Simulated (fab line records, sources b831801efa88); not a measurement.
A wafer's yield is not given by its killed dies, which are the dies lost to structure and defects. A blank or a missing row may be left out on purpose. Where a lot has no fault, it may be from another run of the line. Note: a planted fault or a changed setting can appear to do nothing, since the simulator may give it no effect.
Matching of chambers / flow gf180mcu / 4 sister chambers for GF_V1_CMP_26 on cmp-02
The step polishes, stops on SiO2, t overpolish 15 s, target thk 0 nm. 16 wafers are shown with their chamber, then 8 later ones without.

== WAFERS WITH THEIR CHAMBER ==
wafer=L798.2; chamber=2; motor_current_A (A)=10.6; time_to_endpoint_s (s)=91; overpolish_run_s (s)=15.004
wafer=L798.3; chamber=1; motor_current_A (A)=11.9; time_to_endpoint_s (s)=89; overpolish_run_s (s)=15.012
wafer=L798.4; chamber=3; motor_current_A (A)=11.7; time_to_endpoint_s (s)=85; overpolish_run_s (s)=15.010
wafer=L800.2; chamber=3; motor_current_A (A)=11.9; time_to_endpoint_s (s)=84; overpolish_run_s (s)=14.971
wafer=L800.4; chamber=2; motor_current_A (A)=10.5; time_to_endpoint_s (s)=94; overpolish_run_s (s)=14.990
wafer=L800.5; chamber=0; motor_current_A (A)=11.7; time_to_endpoint_s (s)=85; overpolish_run_s (s)=15.009
wafer=L801.1; chamber=3; motor_current_A (A)=11.0; time_to_endpoint_s (s)=85; overpolish_run_s (s)=14.992
wafer=L801.2; chamber=0; motor_current_A (A)=11.7; time_to_endpoint_s (s)=90; overpolish_run_s (s)=15.016
wafer=L801.6; chamber=3; motor_current_A (A)=11.5; time_to_endpoint_s (s)=87; overpolish_run_s (s)=14.984
wafer=L804.3; chamber=3; motor_current_A (A)=11.2; time_to_endpoint_s (s)=85; overpolish_run_s (s)=15.000
wafer=L804.4; chamber=1; motor_current_A (A)=12.0; time_to_endpoint_s (s)=89; overpolish_run_s (s)=15.003
wafer=L804.6; chamber=3; motor_current_A (A)=11.7; time_to_endpoint_s (s)=86; overpolish_run_s (s)=15.005
wafer=L805.3; chamber=1; motor_current_A (A)=11.1; time_to_endpoint_s (s)=88; overpolish_run_s (s)=14.987
wafer=L805.5; chamber=1; motor_current_A (A)=12.5; time_to_endpoint_s (s)=85; overpolish_run_s (s)=15.004
wafer=L805.6; chamber=0; motor_current_A (A)=10.9; time_to_endpoint_s (s)=93; overpolish_run_s (s)=14.994
wafer=L808.3; chamber=0; motor_current_A (A)=11.5; time_to_endpoint_s (s)=93; overpolish_run_s (s)=15.005

SIGNATURES (means of the wafers above)
reading=motor_current_A; chamber 0=11.450; chamber 1=11.875; chamber 2=10.550; chamber 3=11.500; scatter within a chamber=0.411
reading=time_to_endpoint_s; chamber 0=90.25; chamber 1=87.75; chamber 2=92.50; chamber 3=85.33; scatter within a chamber=2.3
reading=overpolish_run_s; chamber 0=15.00600; chamber 1=15.00150; chamber 2=14.99700; chamber 3=14.99367; scatter within a chamber=0.012
Rule: a wafer's distance from a chamber is the root of the sum, over the readings, of the square of ((its reading less the chamber's mean) divided by the reading's scatter). If the next closest chamber is less than 2 further off than the closest, the wafer can't be placed; otherwise it belongs to the closest. The scatter: the root of (the sum of the squares of (reading less its chamber's mean) over the shown wafers, divided by (wafers less chambers)).

== WAFERS WITH NO CHAMBER GIVEN ==
wafer=L808.4; motor_current_A (A)=10.4; time_to_endpoint_s (s)=96; overpolish_run_s (s)=14.996
wafer=L808.6; motor_current_A (A)=10.7; time_to_endpoint_s (s)=95; overpolish_run_s (s)=15.017
wafer=L811.1; motor_current_A (A)=12.0; time_to_endpoint_s (s)=87; overpolish_run_s (s)=15.006
wafer=L811.3; motor_current_A (A)=12.5; time_to_endpoint_s (s)=86; overpolish_run_s (s)=15.007
wafer=L811.6; motor_current_A (A)=10.3; time_to_endpoint_s (s)=95; overpolish_run_s (s)=15.001
wafer=L818.4; motor_current_A (A)=10.4; time_to_endpoint_s (s)=92; overpolish_run_s (s)=14.993
wafer=L818.5; motor_current_A (A)=10.9; time_to_endpoint_s (s)=89; overpolish_run_s (s)=15.005
wafer=L818.6; motor_current_A (A)=11.4; time_to_endpoint_s (s)=86; overpolish_run_s (s)=15.003

== WHICH CHAMBER EACH WENT THROUGH ==
wafer=L808.4; from the rows above=2; in truth=2
wafer=L808.6; from the rows above=can't be placed: 2 or 0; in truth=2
wafer=L811.1; from the rows above=can't be placed: 1 or 3 or 0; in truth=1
wafer=L811.3; from the rows above=can't be placed: 1 or 3 or 0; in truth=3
wafer=L811.6; from the rows above=2; in truth=2
wafer=L818.4; from the rows above=2; in truth=2
wafer=L818.5; from the rows above=can't be placed: 0 or 2 or 3 or 1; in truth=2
wafer=L818.6; from the rows above=can't be placed: 3 or 1 or 0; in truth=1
Correct placement for 3 of the 8. Cannot be placed on the basis of these rows: 5; the candidates contain the true chamber in 5. 0 placed wrongly.
